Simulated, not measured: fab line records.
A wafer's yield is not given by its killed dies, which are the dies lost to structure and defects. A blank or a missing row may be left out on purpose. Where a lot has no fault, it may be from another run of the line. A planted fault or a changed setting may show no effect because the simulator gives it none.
One fault through the eyes of 2 desks ; flow gf180mcu ; each desk holds nothing but its own numbers, with what lay behind them at the end

== FROM THE METROLOGY DESK ==
Means of the sampled wafers that have a number, per lot and without regard to the tool the lot ran on: this is what the gauges read. The brackets show how far a lot's mean lies from the usual mean; more than 4 standard deviations puts the lot out of limits, marked OUT.
Columns: A = CONTACT_CVD_02_THK at GF_CONTACT_THK_MEAS_03, usual 860 nm; B = M3_ALCU_RS at GF_M3_RS_MEAS_05, usual 0.0698 ohm/sq
lot;first seen here;A;B
L452;day 15 07:01;858;0.0699
L453;day 15 19:11;878;0.0706
L454;day 16 04:55;854;0.0688
L455;day 16 17:49;875;0.0696
L456;day 17 01:41;851;0.0698
L457;day 17 16:16;863;0.0695
L462;day 19 11:10;868;0.0701
L465;day 20 07:20;875;0.0697
L467;day 21 05:08;864;0.0702
L469;day 21 14:37;852;0.0700
L470;day 21 21:44;861;0.0700
L471;day 22 15:55;851;0.0700
L474;day 23 08:41;855;0.0704
Finding of this desk: none of the 13 lots has anything out of limits.

== THE TOOL OWNER'S DESK: plasmaAsher-03 ==
The tool's own readings at GF_M2_STRIP_17 (strips in O2/N2): means of the sampled wafers that have a number, for each lot that ran on this tool. The brackets show how far a lot's mean lies from the usual mean; more than 4 standard deviations puts the lot out of limits, marked OUT.
Columns: A = chamberPressureMTorr at GF_M2_STRIP_17, usual 1499.8 mTorr; B = drypumpMotorCurrentA at GF_M2_STRIP_17, usual 6.0 A; C = heaterPowerW at GF_M2_STRIP_17, usual 341 W; D = oesProductAu at GF_M2_STRIP_17, usual 0.535 a.u.; E = stripTimeToEndpointS at GF_M2_STRIP_17, usual 7.33 s
lot;first seen here;A;B;C;D;E
L452;day 19 10:45;1501.3;6.3;315;0.528;7.28
L453;day 20 00:48;1498.9;6.0;342;0.533;7.40
L462;day 23 15:03;1499.7;6.3;315;0.535;7.27
L465;day 24 10:29;1498.7;6.0;343;0.533;7.29
L470;day 25 20:18;1500.9;6.0;345;0.534;7.29
L474;day 27 06:05;1499.3;6.0;340;0.538;7.29
Finding of this desk: none of the 6 lots has anything out of limits.

== TAKEN TOGETHER ==
Nothing out of limits was seen by the metrology desk.
Nothing out of limits was seen by the tool owner's desk.

== WHAT THE SIMULATOR PUT IN ==
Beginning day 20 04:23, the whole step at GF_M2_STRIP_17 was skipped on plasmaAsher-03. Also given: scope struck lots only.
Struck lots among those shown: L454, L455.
